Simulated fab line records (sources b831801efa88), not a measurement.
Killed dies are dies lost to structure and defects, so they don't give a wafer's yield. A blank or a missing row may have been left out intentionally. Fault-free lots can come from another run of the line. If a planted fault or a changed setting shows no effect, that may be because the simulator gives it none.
Matching of chambers | flow sky130 | cmp-02 running SKY_VIA1_CMP_02: 4 sister chambers
The step polishes SiO2. 8 wafers are shown with their chamber, then 8 later ones without.

WAFERS PAIRED WITH THEIR CHAMBERS
wafer  | chamber | motor-current-A (A)
L618.6 | 1       | 11.5
L626.1 | 2       | 12.5
L627.4 | 3       | 11.3
L627.6 | 3       | 11.4
L632.2 | 0       | 10.4
L632.3 | 2       | 13.1
L632.5 | 0       | 10.6
L634.1 | 1       | 11.7

WAFERS WITHOUT THEIR CHAMBER
wafer  | motor-current-A (A)
L634.2 | 13.0
L634.3 | 10.1
L635.4 | 13.1
L635.5 | 10.7
L635.6 | 13.0
L636.2 | 11.0
L636.3 | 11.1
L636.6 | 10.9

THE CHAMBER EACH PASSED THROUGH
wafer  | from the rows above          | in truth
L634.2 | 2                            | 2
L634.3 | 0                            | 0
L635.4 | 2                            | 2
L635.5 | can't be placed: 0 or 3      | 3
L635.6 | 2                            | 2
L636.2 | can't be placed: 3 or 0 or 1 | 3
L636.3 | can't be placed: 3 or 1 or 0 | 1
L636.6 | can't be placed: 0 or 3 or 1 | 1
Correct placement for 4 of the 8. Unplaceable from these rows: 4, with the true chamber sitting among the candidates in 4. Placed wrongly: 0.
How it was worked out, from the rows above alone: a wafer's distance from a chamber is the root of the sum, over the readings, of the square of ((its reading less the chamber's mean) divided by the reading's scatter). The wafer belongs to the nearest chamber; if the next one is less than 2 further off, it can't be placed. A chamber's mean is the mean of its shown wafers. The scatter is the square root of a quotient: the sum, over the shown wafers, of each reading's squared deviation from its chamber's mean, divided by wafers minus chambers.
